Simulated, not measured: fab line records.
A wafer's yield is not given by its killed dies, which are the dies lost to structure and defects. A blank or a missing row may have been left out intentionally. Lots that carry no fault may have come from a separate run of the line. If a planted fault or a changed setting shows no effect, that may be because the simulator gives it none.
A single fault, viewed from 2 desks	flow sky130	numbers are kept per desk, each desk with only its own; the story behind them comes last

## THE METROLOGY DESK
Means of the sampled wafers that have a number, per lot and without regard to the tool the lot ran on: this is what the gauges read. Any lot whose mean is over 4 standard deviations away from the usual mean is out of limits and marked OUT; that distance is given in the brackets.
Columns: A = VIA4_OVL at SKY_VIA4_OVL_MEAS_11, usual -0.8 nm
lot	first seen here	A
L527	day 43 08:22	0.2
L528	day 43 17:43	-0.0
L529	day 44 01:52	-0.7
L530	day 44 06:07	-1.5
L531	day 44 10:19	-0.5
L532	day 44 23:43	-2.0
L534	day 45 12:37	-0.8
L545	day 48 07:16	-0.9
L546	day 49 03:04	-2.0
L547	day 49 03:25	-0.8
L549	day 49 07:53	-1.1
Finding of this desk: none of the 11 lots has anything out of limits.

## AT THE TOOL OWNER'S DESK: cmp-02
The tool's own readings at SKY_VIA4_CMP_02 (polishes SiO2): means of the sampled wafers that have a number, for each lot that ran on this tool. Any lot whose mean is over 4 standard deviations away from the usual mean is out of limits and marked OUT; that distance is given in the brackets.
Columns: A = headPressurePsi at SKY_VIA4_CMP_02, usual 3.999 psi; B = motorCurrentA at SKY_VIA4_CMP_02, usual 11.6 A
lot	first seen here	A	B
L527	day 42 09:02	3.992	10.8
L528	day 42 19:07	4.006	11.1
L530	day 43 07:17	3.999	11.1
L531	day 43 11:55	3.987	11.0
L532	day 44 01:53	4.001	11.2
L534	day 44 14:46	4.000	11.1
L545	day 47 11:27	4.005	12.2
L546	day 48 08:09	3.997	10.4
L549	day 48 12:57	3.994	11.1
Finding of this desk: none of the 9 lots has anything out of limits.

## TAKEN TOGETHER
Metrology desk: nothing out of limits seen.
The tool owner's desk saw nothing out of limits.

## WHAT THE SIMULATOR HAD PUT IN
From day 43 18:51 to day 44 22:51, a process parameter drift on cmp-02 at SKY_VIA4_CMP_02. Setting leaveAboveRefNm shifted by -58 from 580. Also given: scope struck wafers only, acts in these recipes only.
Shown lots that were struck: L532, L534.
